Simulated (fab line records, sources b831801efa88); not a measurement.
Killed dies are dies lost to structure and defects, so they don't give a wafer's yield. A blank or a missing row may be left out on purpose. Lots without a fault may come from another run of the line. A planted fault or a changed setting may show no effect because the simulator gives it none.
One fault seen from 2 desks | flow gf180mcu | each desk has only its own numbers; what lay behind them comes last

THE TOOL OWNER'S DESK: pecvd-03
The tool's own readings at GF_SAB_CVD_00 (deposits SiO2 from TEOS, target thk 50 nm, time 4.9302 s): means of the sampled wafers that have a number, for each lot that ran on this tool. A lot is out of limits, marked OUT, if its mean lies more than 4 standard deviations from the usual mean; the brackets give that distance.
Columns: A = heater_power_w at GF_SAB_CVD_00, usual 712 W; B = susceptor_temp_C at GF_SAB_CVD_00, usual 400.01 C
lot  | first seen here | A   | B
L149 | day 14 06:06    | 694 | 400.21
L159 | day 17 23:49    | 735 | 400.09
This desk's finding: nothing out of limits on any of the 2 lots.

THE METROLOGY DESK
What the gauges read, lot by lot, whatever tool the lot ran on: means of the sampled wafers that have a number. A lot is out of limits, marked OUT, if its mean lies more than 4 standard deviations from the usual mean; the brackets give that distance.
Columns: A = cd_nm at GF_NSD_CD_MEAS_07, usual 401 nm; B = SAB_CVD_00_THK at GF_SAB_THK_MEAS_01, usual 50.1 nm
lot  | first seen here | A   | B
L149 | day 13 08:28    | 399 | 49.5
L150 | day 13 13:25    | 401 | 49.4
L155 | day 15 08:56    | 404 | 50.1
L159 | day 16 23:47    | 405 | 44.8 (-8.3) OUT
L161 | day 17 14:46    | 397 | 50.8
L163 | day 18 05:11    | 405 | 49.8
L164 | day 18 12:02    | 400 | 50.6
L166 | day 19 06:07    | 396 | 50.8
L167 | day 19 13:38    | 398 | 50.4
L168 | day 19 23:18    | 399 | 50.3
L169 | day 20 08:31    | 399 | 50.9
L170 | day 20 10:25    | 399 | 49.7
This desk's finding: out of limits on L159; first on L159, day 17 23:50 (SAB_CVD_00_THK at GF_SAB_THK_MEAS_01). In limits: L149, L150, L155, L161, L163, L164, L166, L167, L168, L169, L170.

PUT TOGETHER
The metrology desk could have raised an alarm at day 17 23:50, on L159.
The tool owner's desk saw nothing out of limits.
The tool owner's desk has L159 on record, within its limits.
Of the lots named, all ran GF_SAB_CVD_00 on pecvd-03.

WHAT THE SIMULATOR HAD PUT IN
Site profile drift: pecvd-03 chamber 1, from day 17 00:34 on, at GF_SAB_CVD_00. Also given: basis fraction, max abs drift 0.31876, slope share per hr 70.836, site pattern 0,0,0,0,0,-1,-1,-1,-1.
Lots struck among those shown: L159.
Hours from the fault's start to each desk's first reading out of limits: the metrology desk, 23.
